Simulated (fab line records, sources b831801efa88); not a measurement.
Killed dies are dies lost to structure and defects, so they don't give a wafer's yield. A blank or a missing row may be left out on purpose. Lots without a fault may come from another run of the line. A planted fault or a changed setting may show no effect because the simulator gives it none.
Split-lot experiment | flow sky130 | 5 lots, 23 wafers read, on a route of 708 steps

THE SPLIT
At SKY_LDD_P_DEVELOP_06 (develop time 60 s), the setting develop_time_s was moved away from the recipe's 60 s on 4 of the 23 wafers read, by -10.1% to -7.2%. The other wafers ran this setting at the recipe's value.

The file shows no step between the split and the reading.

THE READING
cd_nm, in nm, at SKY_LDD_P_CD_MEAS_07 (target cd 380 nm). Fault-free wafers of this fab line usually give 381.6 nm, standard deviation 2.8 nm.

wafer  | tool, chamber at the split | develop_time_s as run, s | against the recipe | cd_nm, nm | against lot-mates on the recipe
L077.2 | litho_track-01, 0          | 60                       | recipe             | 385.4     | -
L077.3 | litho_track-01, 0          | 60                       | recipe             | 379.2     | -
L077.4 | litho_track-01, 0          | 55.71                    | -7.2%              | 370.3     | -12.5
L077.5 | litho_track-01, 0          | 60                       | recipe             | 383.9     | -
L077.6 | litho_track-01, 0          | 55.71                    | -7.2%              | 375.0     | -7.8
L078.1 | litho_track-01, 0          | 53.93                    | -10.1%             | 372.1     | -12.1
L078.2 | litho_track-01, 0          | 60                       | recipe             | 383.0     | -
L078.3 | litho_track-01, 0          | 60                       | recipe             | 384.0     | -
L078.4 | litho_track-01, 0          | 60                       | recipe             | 385.5     | -
L078.5 | litho_track-01, 0          | 53.93                    | -10.1%             | 371.9     | -12.3
L080.1 | litho_track-02, 0          | 60                       | recipe             | 382.7     | -
L080.2 | litho_track-02, 0          | 60                       | recipe             | 383.2     | -
L080.4 | litho_track-02, 0          | 60                       | recipe             | 384.8     | -
L080.5 | litho_track-02, 0          | 60                       | recipe             | 383.1     | -
L080.6 | litho_track-02, 0          | 60                       | recipe             | 382.4     | -
L081.1 | litho_track-01, 0          | 60                       | recipe             | 378.7     | -
L081.2 | litho_track-01, 0          | 60                       | recipe             | 380.6     | -
L081.3 | litho_track-01, 0          | 60                       | recipe             | 379.4     | -
L081.5 | litho_track-01, 0          | 60                       | recipe             | 378.5     | -
L081.6 | litho_track-01, 0          | 60                       | recipe             | 380.4     | -
L082.1 | litho_track-01, 0          | 60                       | recipe             | 383.9     | -
L082.4 | litho_track-01, 0          | 60                       | recipe             | 381.9     | -
L082.5 | litho_track-01, 0          | 60                       | recipe             | 385.0     | -

THE FIT
A straight line over all 23 wafers: cd_nm changes by +1.13 nm for each +1% of develop_time_s; r = +0.86; the points scatter about the line by 2.3 nm.
The same after taking each lot's own level away (the mean of its wafers on the recipe; 23 wafers): +1.27 nm for each +1%; r = +0.94; scatter 1.6 nm.
On that fit, the largest move of develop_time_s shifts the reading by 13 nm.
The lots' own levels span 379.52 to 384.17 nm, that is 1.7 times the standard deviation above.
So the lot-to-lot level changes the slope: the two fits differ.
Check: with one of the wafers moved furthest among these (-10.1%) left out of the fit, the line predicts -13.3 nm for it against its lot-mates. It came out at -12.1 nm against them.

OTHER SPLITS ON THESE WAFERS
These wafers also went through other splits before the reading. Each is held against what the fit with the lots' levels taken away leaves over:
other split on the same wafers        | wafers away from the commonest value | r with cd_nm (lot level and that fit taken away)
SKY_GATE_OXIDE_OXIDATION_01 ox_time_s | 18                                   | +0.14
SKY_GATE_OXIDE_IMPLANT_11 dose_cm2    | 8                                    | +0.10
SKY_POLY_GATE_EXPOSE_10 dose_mj       | 8                                    | -0.28
SKY_POLY_GATE_ETCH_15 ion_energy_ev   | 7                                    | -0.15
SKY_LDD_N_IMPLANT_10 energy_kev       | 10                                   | -0.08
SKY_LDD_P_COAT_02 spin_rpm            | 7                                    | +0.62

THE FILE'S OWN FIT
cd_nm changes by +1.28 nm for each +1% of develop_time_s, r = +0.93.
